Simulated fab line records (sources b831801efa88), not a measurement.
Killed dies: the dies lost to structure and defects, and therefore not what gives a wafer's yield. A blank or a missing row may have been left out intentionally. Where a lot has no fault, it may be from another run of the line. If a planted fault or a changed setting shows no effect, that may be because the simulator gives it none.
Matching of chambers || flow sky130 || SKY_CONTACT_CMP_27 on cmp-02: 4 sister chambers
The step polishes, stops on SiO2, t overpolish 15 s, target thk 0 nm. 8 wafers are shown with their chamber, then 8 later ones without.

WAFERS WITH THEIR CHAMBER
{"wafer": "L831.5", "chamber": 2, "motor current A (A)": 11.7, "time to endpoint s (s)": 87.0}
{"wafer": "L829.2", "chamber": 2, "motor current A (A)": 12.1, "time to endpoint s (s)": 81.7}
{"wafer": "L832.2", "chamber": 1, "motor current A (A)": 11.5, "time to endpoint s (s)": 86.0}
{"wafer": "L832.3", "chamber": 0, "motor current A (A)": 9.5, "time to endpoint s (s)": 82.4}
{"wafer": "L832.6", "chamber": 1, "motor current A (A)": 12.1, "time to endpoint s (s)": 86.0}
{"wafer": "L839.4", "chamber": 0, "motor current A (A)": 9.4, "time to endpoint s (s)": 78.9}
{"wafer": "L839.6", "chamber": 3, "motor current A (A)": 10.5, "time to endpoint s (s)": 81.8}
{"wafer": "L840.2", "chamber": 3, "motor current A (A)": 10.6, "time to endpoint s (s)": 81.8}

WAFERS WITH NO CHAMBER GIVEN
{"wafer": "L840.3", "motor current A (A)": 9.4, "time to endpoint s (s)": 76.4}
{"wafer": "L840.4", "motor current A (A)": 11.6, "time to endpoint s (s)": 81.0}
{"wafer": "L842.1", "motor current A (A)": 12.2, "time to endpoint s (s)": 84.6}
{"wafer": "L842.2", "motor current A (A)": 9.3, "time to endpoint s (s)": 81.4}
{"wafer": "L842.3", "motor current A (A)": 10.9, "time to endpoint s (s)": 78.9}
{"wafer": "L844.2", "motor current A (A)": 11.8, "time to endpoint s (s)": 83.8}
{"wafer": "L844.4", "motor current A (A)": 9.6, "time to endpoint s (s)": 81.1}
{"wafer": "L844.5", "motor current A (A)": 9.1, "time to endpoint s (s)": 84.6}

WHICH CHAMBER EACH ONE RAN IN
{"wafer": "L840.3", "from the rows above": 0, "in truth": 0}
{"wafer": "L840.4", "from the rows above": "can't be placed: 2 or 1", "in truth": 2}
{"wafer": "L842.1", "from the rows above": "can't be placed: 2 or 1", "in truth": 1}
{"wafer": "L842.2", "from the rows above": 0, "in truth": 0}
{"wafer": "L842.3", "from the rows above": 3, "in truth": 3}
{"wafer": "L844.2", "from the rows above": "can't be placed: 2 or 1", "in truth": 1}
{"wafer": "L844.4", "from the rows above": 0, "in truth": 0}
{"wafer": "L844.5", "from the rows above": 0, "in truth": 0}
Placed correctly: 5 of 8. From these rows, 3 cannot be placed; in 3 the true chamber is one of the candidates. 0 placed wrongly.
How it was worked out, from the rows above alone: a wafer's distance from a chamber is the root of the sum, over the readings, of the square of ((its reading less the chamber's mean) divided by the reading's scatter). If the next closest chamber is less than 2 further off than the closest, the wafer can't be placed; otherwise it belongs to the closest. The mean given for a chamber averages the wafers shown for that chamber. The scatter is the square root of a quotient: the sum, over the shown wafers, of each reading's squared deviation from its chamber's mean, divided by wafers minus chambers.
